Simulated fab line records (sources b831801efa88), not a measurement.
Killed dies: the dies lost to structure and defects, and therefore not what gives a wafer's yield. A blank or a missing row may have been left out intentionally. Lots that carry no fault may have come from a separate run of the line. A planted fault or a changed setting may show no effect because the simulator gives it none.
The tool behind it: which one? / flow sky130 / Sampling: 12 lots, 36 wafers, 2 of 708 route steps

== WHAT THE GAUGES SHOWED, per wafer ==
SKY_VIA1_OVL_MEAS_13. Usual: VIA1_OVL 0 nm, standard deviation 6.2.
lot=L313; measured=day 33 21:52; on=overlay-01; VIA1_OVL (nm)=6 -1 3; flag=
lot=L316; measured=day 35 03:11; on=overlay-02; VIA1_OVL (nm)=-10 -3 -4; flag=
lot=L319; measured=day 36 06:10; on=overlay-01; VIA1_OVL (nm)=7 5 2; flag=
lot=L320; measured=day 37 04:40; on=overlay-01; VIA1_OVL (nm)=9 5 3; flag=
lot=L323; measured=day 37 13:29; on=overlay-01; VIA1_OVL (nm)=-6 -1 -1; flag=
lot=L322; measured=day 37 19:26; on=overlay-02; VIA1_OVL (nm)=0 -3 7; flag=
lot=L321; measured=day 37 20:07; on=overlay-01; VIA1_OVL (nm)=-7 -3 -6; flag=
lot=L324; measured=day 38 04:05; on=overlay-01; VIA1_OVL (nm)=15 11 7; flag=
lot=L326; measured=day 38 09:02; on=overlay-02; VIA1_OVL (nm)=-13 -3 -11; flag=
lot=L332; measured=day 40 00:47; on=overlay-02; VIA1_OVL (nm)=0 1 -7; flag=
lot=L334; measured=day 40 17:00; on=overlay-02; VIA1_OVL (nm)=4 -2 1; flag=
lot=L335; measured=day 41 01:27; on=overlay-02; VIA1_OVL (nm)=-1 -2 -2; flag=

SKY_VIA1_RS_MEAS_22: a four-point-probe measurement. Usual: VIA1_W_RS 0.433 ohm/sq, standard deviation 0.0049.
lot=L313; measured=day 33 22:47; on=film metro-03; VIA1_W_RS (ohm/sq)=0.434 0.432 0.435; flag=
lot=L316; measured=day 35 04:03; on=film metro-03; VIA1_W_RS (ohm/sq)=0.437 0.438 0.442; flag=
lot=L319; measured=day 36 07:03; on=film metro-01; VIA1_W_RS (ohm/sq)=0.432 0.437 0.437; flag=
lot=L320; measured=day 37 05:32; on=film metro-03; VIA1_W_RS (ohm/sq)=0.437 0.438 0.436; flag=
lot=L323; measured=day 37 14:21; on=film metro-01; VIA1_W_RS (ohm/sq)=0.427 0.431 0.425; flag=
lot=L322; measured=day 37 20:19; on=film metro-01; VIA1_W_RS (ohm/sq)=0.437 0.433 0.436; flag=
lot=L321; measured=day 37 21:02; on=film metro-03; VIA1_W_RS (ohm/sq)=0.422 0.430 0.429; flag=
lot=L324; measured=day 38 04:58; on=film metro-03; VIA1_W_RS (ohm/sq)=0.444 0.443 0.435; flag=
lot=L326; measured=day 38 09:56; on=film metro-03; VIA1_W_RS (ohm/sq)=0.434 0.432 0.440; flag=
lot=L332; measured=day 40 01:44; on=film metro-01; VIA1_W_RS (ohm/sq)=0.447 0.442 0.440; flag=
lot=L334; measured=day 40 17:54; on=film metro-02; VIA1_W_RS (ohm/sq)=0.434 0.439 0.432; flag=
lot=L335; measured=day 41 02:22; on=film metro-02; VIA1_W_RS (ohm/sq)=0.434 0.429 0.432; flag=

== WHAT TOOL EACH LOT RAN ON (gives the tool, then ch and the chambers of the sampled wafers, and finally the start) ==
No process step before these readings appears in the record.

== AS READ BY THE TOOLS THEMSELVES (means over the sampled wafers that have a number; for cases with no such wafer, the mark the record gives instead) ==
The record holds no such reading with a usual standard deviation.

== THE ANSWER, worked out from the rows above alone ==
Rule: lot off if the mean of its wafers having a number is beyond 3 standard deviations from the usual mean. A lot without any number at a reading at which 4 lots or more have one is off too. Where the step has rows for the other lots, those lots are counted as sound. Order of review: gauges by route order, followed by the tools' own readings, for which a lot's mean as printed above is used. The first step at which some lot is off is used, and at that step the reading that is off furthest; a lot without a number counts as furthest.
None of the lots is off at any reading shown; this tells nothing.

== WHAT THE SIMULATOR PUT IN ==
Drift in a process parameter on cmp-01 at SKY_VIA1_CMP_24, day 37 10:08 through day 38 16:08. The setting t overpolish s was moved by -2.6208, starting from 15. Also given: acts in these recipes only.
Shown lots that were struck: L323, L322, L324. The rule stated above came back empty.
